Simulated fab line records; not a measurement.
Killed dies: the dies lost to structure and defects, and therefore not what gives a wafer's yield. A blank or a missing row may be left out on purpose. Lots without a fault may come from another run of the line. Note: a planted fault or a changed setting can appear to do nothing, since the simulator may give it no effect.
Comparing a struck lot with a sound one    flow gf180mcu    16 steps out of a route of 602
Sound: wafers L901.1, L901.2, L901.4. The struck wafers were L896.2, L896.3, L896.6. Last of all comes the cause.
For every step that has rows: the tool of each side, followed by ch and its chambers, followed by its first start. Under that, the readings that differ: sound wafers    struck wafers    difference of the means    sigmas: that difference in standard deviations of wafers without a fault.
alike: words and numbers the same on both sides, and readings whose means are apart by under 2 such deviations; not compared: readings that were withheld, readings missing a value for some wafer, numbers with overlapping values and no deviation given by the record, and bounds like >300 which may hide the same value.
Wherever a step has rows on one side only, a row that says differs or no value, or a row with sigmas, the two part there. Numbers that don't overlap but have no deviation are shown without sigmas and don't part them. A reading missing from all wafers of one side parts the sides only when that side holds two or more wafers.

first, 3 steps without rows for these wafers: GF_V2_EXPOSE_11 (exposes mask Via2, target cd 260 nm); GF_V2_PEB_12 (peb time 90 s); GF_V2_DEVELOP_13 (develop time 60 s).
GF_V2_CD_MEAS_14: target cd 260 nm.
  sound on cdSem-02, day 26 22:34; struck on cdSem-02, day 25 03:34
reading    sound              struck             difference  sigmas
cdNm (nm)  260.0 259.5 259.8  262.7 262.5 262.9  +2.9        +2
GF_V2_OVL_MEAS_15:
  sound on overlay-02, day 26 22:41; struck on overlay-02, day 25 03:40
  alike: V2_OVL
GF_V2_ETCH_16: etches BARC in N2/H2.
  sound on rieDiel-04 ch 1,2, day 26 22:43; struck on rieDiel-01 ch 0,2, day 25 03:42
  alike: biasW, drypumpMotorCurrentA, oesProductAu, throttleValvePct
GF_V2_ETCH_17: etches SiO2 in C4F8/O2/Ar, stops on TiN, target depth 630 nm.
  sound on rieDiel-04 ch 1,2; struck on rieDiel-01 ch 0,2
  alike: biasW, oesProductAu
GF_V2_STRIP_18: strips in O2/N2.
  sound on plasmaAsher-01 ch 0,1, day 26 22:50; struck on plasmaAsher-03 ch 0,1, day 25 03:50
  alike: drypumpMotorCurrentA, heaterPowerW, oesProductAu
  not compared: rfHoursCounterH
then, 2 steps without rows for these wafers: GF_V2_STRIP_19 (strips in post etch residue remover, time 1200 s); GF_V2_CLEAN_20 (cleans in DIW).
GF_V2_SPUTTER_21: material Ti, target thk 15 nm, time 80.02 s.
  sound on pvdSputter-03, day 26 23:52; struck on pvdSputter-01, day 25 04:24
  alike: substrateTempC, throttleValvePct
GF_V2_SPUTTER_22: material TiN, target thk 10 nm, time 40 s.
  sound on pvdSputter-03, day 26 23:55; struck on pvdSputter-01, day 25 04:28
  alike: throttleValvePct
GF_V2_CVD_23: deposits W, target thk 350 nm, time 104.94 s.
  sound on cvdW-01 ch 0,1, day 26 23:58; struck on cvdW-02 ch 0,1, day 25 04:30
  no value came back on the struck wafers for chamberPressureTorr (Torr), heaterPowerOuterW (W), heaterPowerW (W), timeS (s); on the sound wafers chamberPressureTorr (Torr) reads 39.80 39.90 39.93
GF_V2_RS_MEAS_24: a four-point-probe measurement.
  sound on filmMetro-02, day 27 00:04; struck on filmMetro-02, day 25 04:38
reading           sound                 struck                difference  sigmas
V2_W_RS (ohm/sq)  0.3309 0.3258 0.3331  44.380 44.334 43.658  +43.794     +99 or more
GF_V2_THK_MEAS_25: measures by xrf.
  sound on filmMetro-02, day 27 00:11; struck on filmMetro-02, day 25 04:44
reading        sound        struck    difference  sigmas
V2_W_THK (nm)  345 353 343  <0 <0 <0  differs     
GF_V2_CMP_26: polishes, stops on SiO2, t overpolish 15 s, target thk 0 nm.
  sound on cmp-02 ch 0,1,3, day 27 00:15; struck on cmp-01 ch 0,2,3, day 25 04:47
reading              sound     struck  difference  sigmas
timeToEndpointS (s)  85 87 84  0 3 3   -83         -25
  alike: edgeZonePressureFrac, motorCurrentA

## WHERE THEY PART
First at GF_V2_CD_MEAS_14; last, within this record, at GF_V2_CMP_26.

WHY: what had been put in by the simulator
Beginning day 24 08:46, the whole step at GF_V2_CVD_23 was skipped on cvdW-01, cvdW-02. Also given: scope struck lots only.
